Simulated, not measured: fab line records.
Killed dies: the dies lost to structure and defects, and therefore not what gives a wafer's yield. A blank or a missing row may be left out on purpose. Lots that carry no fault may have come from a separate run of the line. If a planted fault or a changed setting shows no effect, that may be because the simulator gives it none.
Chamber matching	flow sky130	hdpcvd-02 running SKY_LI_CONTACT_HDPCVD_00: 3 sister chambers
The step deposits PSG, target thk 930 nm, time 155 s. 6 wafers are shown with their chamber, then 7 later ones without.

== WAFERS WITH THEIR CHAMBER ==
wafer	chamber	pressure_mtorr (mTorr)
L537.5	1	6.006
L546.2	1	6.022
L546.4	0	6.000
L546.6	2	6.008
L548.3	0	5.996
L548.4	2	6.004

== WAFERS WITHOUT THEIR CHAMBER ==
wafer	pressure_mtorr (mTorr)
L548.5	6.016
L549.2	5.985
L549.4	5.995
L549.6	5.995
L551.2	5.995
L551.3	5.982
L551.6	5.993

== THE CHAMBER EACH PASSED THROUGH ==
wafer	from the rows above	in truth
L548.5	can't be placed: 1 or 2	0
L549.2	can't be placed: 0 or 2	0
L549.4	can't be placed: 0 or 2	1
L549.6	can't be placed: 0 or 2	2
L551.2	can't be placed: 0 or 2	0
L551.3	can't be placed: 0 or 2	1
L551.6	can't be placed: 0 or 2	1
Placed correctly: 0 of 7. These rows do not allow placing 7 (true chamber among the candidates in 3). Number placed wrongly: 0.
How it was worked out, from the rows above alone: a wafer's distance from a chamber is the root of the sum, over the readings, of the square of ((its reading less the chamber's mean) divided by the reading's scatter). The wafer belongs to the nearest chamber; if the next one is less than 2 further off, it can't be placed. The mean given for a chamber averages the wafers shown for that chamber. The scatter is the square root of a quotient: the sum, over the shown wafers, of each reading's squared deviation from its chamber's mean, divided by wafers minus chambers.
